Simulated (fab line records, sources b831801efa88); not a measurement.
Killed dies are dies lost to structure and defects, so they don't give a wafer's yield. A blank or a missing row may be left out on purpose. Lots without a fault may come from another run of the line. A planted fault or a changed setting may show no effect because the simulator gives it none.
Problem report in the 8D (eight disciplines) form, filled by code | flow sky130 | the parts of the form that need people (team, actions taken, sign-off) are left out

1. THE PROBLEM
beam_energy_keV at SKY_LDD_N_IMPLANT_10 reads a mean of 18.499 on 6 wafers of 2 lots; wafers without a fault read 20.000 with a standard deviation of 0.006. That is -99 or more standard deviations from the usual mean.
First seen on wafer L599.1, day 21 00:07, on implanter-03. The record holds 18 wafers of 6 lots with a number at this step. Rule for "out", or "out of limits": more than 4 standard deviations from the usual mean. The other wafers with a number count as sound.

2. WHAT IT IS AND WHAT IT IS NOT
question                    | is                     | is not
which readings at this step | beam_energy_keV        | -
which lots                  | L599, L600             | L592, L594, L609, L613
which wafers of those lots  | all that have a number | -
read on which tools         | implanter-03           | implanter-01, implanter-02
when                        | from day 21 00:07      | up to then (6 sound wafers); but 6 sound wafers of L609, L613 came after

3. SUSPECTS, AND WHAT RULES EACH OUT
Counting: a tool at a process step up to the reading stays a suspect if it ran every lot that is out and no sound lot after the first of them.
- implanter-03 at SKY_LDD_N_IMPLANT_10: kept. It ran every lot that is out, first L599 (day 21 00:07), and no sound lot after that; its last sound lot up to then is L592 (day 18 17:03). Its own readings are out on those wafers: beam_energy_keV.
Left after counting: implanter-03 at SKY_LDD_N_IMPLANT_10.

4. THE CAUSE (what the simulator had put in)
Process parameter drift: implanter-03, from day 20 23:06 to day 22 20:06, at SKY_LDD_N_IMPLANT_10. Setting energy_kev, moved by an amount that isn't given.
Counting left only this tool.

5. THE CHAIN OF EFFECTS, in route order
Each row: a reading whose mean over the struck wafers that have a number lies more than 3 standard deviations from the usual. Only readings for which the record gives a usual standard deviation are gone through. hours: the time from each lot's start at the first step in this table that gives one to its start at this step, as a median over the lots. sigmas: the change in usual standard deviations.
hours | step                 | reading         | usual  | on struck wafers | change | sigmas
0     | SKY_LDD_N_IMPLANT_10 | beam_energy_keV | 20.000 | 18.499           | -1.501 | -99 or more
The process steps in it:
- SKY_LDD_N_IMPLANT_10

6. WHAT WOULD HAVE CAUGHT IT SOONER
In this record the first reading out of limits was taken at day 21 00:07, 1 hour after the fault began at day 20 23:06.
